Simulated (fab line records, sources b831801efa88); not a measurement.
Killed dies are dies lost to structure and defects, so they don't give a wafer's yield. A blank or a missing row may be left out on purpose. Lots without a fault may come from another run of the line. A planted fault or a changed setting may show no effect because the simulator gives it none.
One fault seen from 2 desks | flow gf180mcu | each desk has only its own numbers; what lay behind them comes last

THE METROLOGY DESK
What the gauges read, lot by lot, whatever tool the lot ran on: means of the sampled wafers that have a number. A lot is out of limits, marked OUT, if its mean lies more than 4 standard deviations from the usual mean; the brackets give that distance.
Columns: A = M4_ALCU_RS at GF_M4_RS_MEAS_05, usual 0.0692 ohm/sq
lot  | first seen here | A
L460 | day 22 09:52    | 0.0680
L461 | day 22 15:55    | 0.0689
L462 | day 23 05:43    | 0.0684
L463 | day 23 13:02    | 0.0691
L464 | day 23 20:35    | 0.0682
L466 | day 24 21:06    | 0.0698
L469 | day 25 13:41    | 0.0698
L470 | day 26 00:23    | 0.0692
L473 | day 27 03:44    | 0.0706
L476 | day 27 17:25    | 0.0707
L477 | day 28 03:58    | 0.0695
L478 | day 28 15:40    | 0.0682
L481 | day 29 08:01    | 0.0694
L483 | day 29 20:48    | 0.0704
This desk's finding: nothing out of limits on any of the 14 lots.

THE TOOL OWNER'S DESK: rie_si-01
The tool's own readings at GF_STI_ETCH_14 (etches Si in HBr/Cl2/O2, target depth 360 nm, time 102.9 s): means of the sampled wafers that have a number, for each lot that ran on this tool. A lot is out of limits, marked OUT, if its mean lies more than 4 standard deviations from the usual mean; the brackets give that distance.
Columns: A = drypump_motor_current_A at GF_STI_ETCH_14, usual 5.6 A; B = he_backside_leak_sccm at GF_STI_ETCH_14, usual 2.53 sccm; C = oes_product_au at GF_STI_ETCH_14, usual 1.008 a.u.; D = run_length_s at GF_STI_ETCH_14, usual 131.2 s; E = throttle_valve_pct at GF_STI_ETCH_14, usual 25.650 %
lot  | first seen here | A   | B    | C     | D               | E
L460 | day 2 01:20     | 5.6 | 2.40 | 1.005 | 131.1           | 25.658
L461 | day 2 07:28     | 5.6 | 2.56 | 1.011 | 131.4           | 25.641
L466 | day 3 09:01     | 5.8 | 2.46 | 1.004 | 130.8           | 25.658
L473 | day 4 21:53     | 5.6 | 2.42 | 1.001 | 135.9 (+12) OUT | 25.661
L476 | day 5 11:44     | 5.6 | 2.43 | 1.012 | 136.2 (+13) OUT | 25.653
This desk's finding: out of limits on L473, L476; first on L473, day 4 21:53 (run_length_s at GF_STI_ETCH_14). In limits: L460, L461, L466.

PUT TOGETHER
The tool owner's desk could have raised an alarm at day 4 21:53, on L473, L476.
The metrology desk saw nothing out of limits.
The metrology desk has L473, L476 on record, within its limits.
Of the lots named, all ran GF_STI_ETCH_14 on rie_si-01.

WHAT THE SIMULATOR HAD PUT IN
Process parameter drift: rie_si-01, from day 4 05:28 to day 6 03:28, at GF_STI_ETCH_14. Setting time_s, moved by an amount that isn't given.
Lots struck among those shown: L473, L476.
Hours from the fault's start to each desk's first reading out of limits: the tool owner's desk, 16.
